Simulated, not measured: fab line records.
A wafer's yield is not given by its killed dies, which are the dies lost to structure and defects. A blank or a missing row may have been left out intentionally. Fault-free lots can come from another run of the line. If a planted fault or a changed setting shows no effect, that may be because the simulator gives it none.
The same fault as seen by 2 desks + flow gf180mcu + every desk sees just its own numbers, and what lay behind them comes last

== METROLOGY DESK ==
Means of the sampled wafers that have a number, per lot and without regard to the tool the lot ran on: this is what the gauges read. If a lot's mean is further than 4 standard deviations from the usual mean, the lot is out of limits and carries the mark OUT (the distance appears in the brackets).
Columns: A = cd-nm at GF_V1_CD_MEAS_14, usual 260.3 nm; B = V1_OVL at GF_V1_OVL_MEAS_15, usual -2 nm; C = cd-nm at GF_M2_CD_MEAS_14, usual 279.4 nm; D = V2_CVD_02_THK at GF_V2_THK_MEAS_03, usual 855 nm
| lot  | first seen here | A     | B  | C                | D   |
|------|-----------------|-------|----|------------------|-----|
| L390 | day 17 22:54    | 257.9 | 6  | 278.7            | 843 |
| L391 | day 18 13:42    | 262.2 | 4  | 280.0            | 854 |
| L392 | day 18 22:11    | 261.5 | -3 | 277.9            | 856 |
| L393 | day 19 07:13    | 260.0 | -5 | 280.6            | 855 |
| L395 | day 20 06:02    | 260.2 | -5 | 280.5            | 850 |
| L397 | day 21 00:59    | 259.4 | 2  | 280.1            | 856 |
| L398 | day 21 05:47    | 260.4 | -9 | 277.9            | 848 |
| L399 | day 21 21:20    | 259.6 | -7 | 278.4            | 855 |
| L400 | day 21 23:44    | 257.9 | 0  | 278.4            | 870 |
| L408 | day 24 20:16    | 261.9 | 1  | 267.5 (-9.9) OUT | 845 |
| L410 | day 25 08:05    | 259.4 | 2  | 279.4            | 857 |
| L409 | day 25 09:06    | 260.4 | -6 | 280.9            | 864 |
| L412 | day 25 22:06    | 260.6 | 1  | 280.3            | 865 |
This desk's finding: out of limits on L408; first on L408, day 25 19:07 (cd-nm at GF_M2_CD_MEAS_14). Within limits: L390, L391, L392, L393, L395, L397, L398, L399, L400, L410, L409, L412.

== THE TOOL OWNER'S DESK: krf-scanner-01 ==
The tool's own readings at GF_M2_EXPOSE_11 (exposes mask Metal2, target cd 280 nm): means of the sampled wafers that have a number, for each lot that ran on this tool. If a lot's mean is further than 4 standard deviations from the usual mean, the lot is out of limits and carries the mark OUT (the distance appears in the brackets).
Columns: A = exposure-dose-mJ-cm2 at GF_M2_EXPOSE_11, usual 27.998
| lot  | first seen here | A                |
|------|-----------------|------------------|
| L392 | day 19 12:14    | 27.982           |
| L393 | day 19 21:39    | 27.988           |
| L395 | day 20 20:27    | 28.003           |
| L398 | day 21 19:53    | 27.981           |
| L408 | day 25 08:37    | 27.656 (-12) OUT |
This desk's finding: out of limits on L408; first on L408, day 25 08:37 (exposure-dose-mJ-cm2 at GF_M2_EXPOSE_11). Within limits: L392, L393, L395, L398.

== BROUGHT TOGETHER ==
On L408, at day 25 08:37, an alarm was possible from the tool owner's desk.
Metrology desk: alarm possible at day 25 19:07 on L408.
On krf-scanner-01, each named lot ran GF_M2_EXPOSE_11.

== WHAT THE SIMULATOR HAD INSERTED ==
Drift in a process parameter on krf-scanner-01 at GF_M2_EXPOSE_11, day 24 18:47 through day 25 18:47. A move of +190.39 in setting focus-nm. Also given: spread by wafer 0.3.
Lots struck among those shown: L408.
Time in hours from fault onset to the first out-of-limits reading at each desk: tool owner's desk 14, metrology desk 24.
